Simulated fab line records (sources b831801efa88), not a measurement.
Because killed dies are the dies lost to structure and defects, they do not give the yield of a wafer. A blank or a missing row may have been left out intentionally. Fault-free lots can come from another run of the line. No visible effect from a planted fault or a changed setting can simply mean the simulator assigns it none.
Chamber matching -- flow gf180mcu -- cmp-02 running GF_V1_CMP_26: 4 sister chambers
The step polishes, stops on SiO2, t overpolish 15 s, target thk 0 nm. 8 wafers are shown with their chamber, then 12 later ones without.

WAFERS PAIRED WITH THEIR CHAMBERS
wafer,chamber,motor_current_A (A),time_to_endpoint_s (s)
L079.5,3,13.2,95
L082.5,3,12.7,91
L087.2,2,8.7,89
L087.3,0,12.2,91
L087.4,1,11.4,90
L089.1,1,11.4,88
L089.4,0,12.3,86
L089.6,2,8.6,86

WAFERS WITHOUT THEIR CHAMBER
wafer,motor_current_A (A),time_to_endpoint_s (s)
L092.3,12.2,83
L092.4,11.6,81
L092.5,9.0,78
L094.1,11.9,80
L094.2,13.7,90
L094.3,8.8,78
L096.1,11.3,84
L096.4,8.9,82
L096.6,8.7,87
L097.4,8.6,85
L097.5,13.5,87
L097.6,11.9,84

WHICH CHAMBER EACH WENT THROUGH
wafer,from the rows above,in truth
L092.3,0,0
L092.4,can't be placed: 1 or 0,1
L092.5,2,2
L094.1,can't be placed: 0 or 1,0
L094.2,3,3
L094.3,2,2
L096.1,1,1
L096.4,2,2
L096.6,2,2
L097.4,2,2
L097.5,3,3
L097.6,can't be placed: 0 or 1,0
Correctly placed: 9 of 12. These rows do not allow placing 3 (true chamber among the candidates in 3). Number placed wrongly: 0.
How it was worked out, from the rows above alone: a wafer's distance from a chamber is the root of the sum, over the readings, of the square of ((its reading less the chamber's mean) divided by the reading's scatter). The wafer belongs to the nearest chamber; if the next one is less than 2 further off, it can't be placed. Each chamber's mean is taken over the wafers shown for it. How the scatter is found: for the shown wafers, subtract from each reading the mean of its chamber, square and add these, divide the total by (wafers less chambers), then take the root.
